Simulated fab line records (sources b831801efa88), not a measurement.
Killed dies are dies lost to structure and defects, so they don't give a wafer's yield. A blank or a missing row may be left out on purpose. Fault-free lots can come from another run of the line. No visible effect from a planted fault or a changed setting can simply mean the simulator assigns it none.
The same fault as seen by 2 desks ; flow sky130 ; numbers are kept per desk, each desk with only its own; the story behind them comes last

== THE TOOL OWNER'S DESK: lpcvd-02 ==
The tool's own readings at SKY_SPACER_CVD_00 (deposits Si3N4 from DCS/NH3, target thk 43.1 nm, time 740 s): means of the sampled wafers that have a number, for each lot that ran on this tool. The brackets show how far a lot's mean lies from the usual mean; more than 4 standard deviations puts the lot out of limits, marked OUT.
Columns: A = spike tc centre C at SKY_SPACER_CVD_00, usual 771.2 C; B = spike tc lower C at SKY_SPACER_CVD_00, usual 770.6 C; C = spike tc top C at SKY_SPACER_CVD_00, usual 787.6 C; D = spike tc upper C at SKY_SPACER_CVD_00, usual 769.6 C; E = susceptor temp C at SKY_SPACER_CVD_00, usual 770.0 C; F = zone power lower pct at SKY_SPACER_CVD_00, usual 13.1 %
lot;first seen here;A;B;C;D;E;F
L591;day 23 05:41;771.1;771.6;789.8;768.5;769.9;12.3
L592;day 23 05:41;771.9;769.7;784.9;768.8;770.0;14.1
L593;day 23 21:44;772.0;770.6;785.5;770.7;770.1;14.2
L594;day 24 02:35;772.2;769.7;784.7;769.7;770.1;14.1
L595;day 24 09:45;771.3;771.5;789.3;768.6;769.9;12.1
L596;day 24 13:44;772.0;771.4;789.4;768.7;769.8;12.2
L597;day 25 16:11;771.0;770.4;784.8;770.0;770.1;14.2
L599;day 25 16:11;771.4;771.9;788.9;769.9;769.9;12.3
L598;day 25 19:20;771.7;769.9;786.0;770.1;769.9;14.0
L601;day 26 21:11;771.9;770.6;785.2;770.2;770.1;14.0
L602;day 26 21:11;771.1;770.6;789.2;769.4;769.8;12.3
L603;day 26 23:26;770.9;771.7;788.5;770.2;770.0;12.2
L612;day 30 06:47;781.4 (+9.3) OUT;781.6 (+11) OUT;799.1 (+5.0) OUT;779.5 (+9.0) OUT;779.7 (+29) OUT;12.4
L613;day 30 09:08;780.2 (+8.2) OUT;780.4 (+9.8) OUT;800.8 (+5.7) OUT;779.3 (+8.8) OUT;779.9 (+29) OUT;12.6
This desk finds L612, L613 out of limits, L612 being first, at day 30 06:47 (spike tc centre C at SKY_SPACER_CVD_00). Within limits: L591, L592, L593, L594, L595, L596, L597, L599, L598, L601, L602, L603.

== METROLOGY DESK ==
What the gauges read for every lot (on any tool): the sampled wafers with a number, averaged. The brackets show how far a lot's mean lies from the usual mean; more than 4 standard deviations puts the lot out of limits, marked OUT.
Columns: A = POLY_GATE_OVL at SKY_POLY_GATE_OVL_MEAS_14, usual 1 nm; B = SPACER_CVD_00_THK at SKY_SPACER_THK_MEAS_01, usual 43.2 nm; C = cd nm at SKY_METAL2_CD_MEAS_15, usual 139.7 nm
lot;first seen here;A;B;C
L591;day 16 16:34;9;44.1;139.4
L592;day 16 16:44;2;43.0;140.6
L593;day 17 01:31;2;43.2;141.5
L594;day 17 11:25;1;42.9;140.1
L595;day 17 20:52;-2;44.0;140.8
L596;day 17 23:13;-7;43.7;139.5
L597;day 19 00:36;-4;42.4;140.1
L599;day 19 03:48;9;43.7;140.7
L598;day 19 06:57;3;43.5;141.4
L602;day 20 07:59;2;42.2;140.1
L601;day 20 08:56;-5;43.4;139.1
L603;day 20 14:07;-4;42.7;138.9
L612;day 24 03:07;5;52.1 (+17) OUT;138.1
L613;day 24 05:40;2;53.1 (+19) OUT;140.6
This desk's finding: out of limits on L612, L613; first on L612, day 30 08:01 (SPACER_CVD_00_THK at SKY_SPACER_THK_MEAS_01). Within limits: L591, L592, L593, L594, L595, L596, L597, L599, L598, L602, L601, L603.

== ALL TOGETHER ==
On L612, L613, at day 30 06:47, an alarm was possible from the tool owner's desk.
An alarm was possible from the metrology desk at day 30 08:01, on L612, L613.
Of the lots named, all ran SKY_SPACER_CVD_00 on lpcvd-02.

== WHAT THE SIMULATOR HAD PUT IN ==
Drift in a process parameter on lpcvd-02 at SKY_SPACER_CVD_00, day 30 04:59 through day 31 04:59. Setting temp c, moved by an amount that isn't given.
Struck lots among those shown: L612, L613.
Counting hours from when the fault started, the first reading out of limits came at 2 for the tool owner's desk and at 3 for the metrology desk.
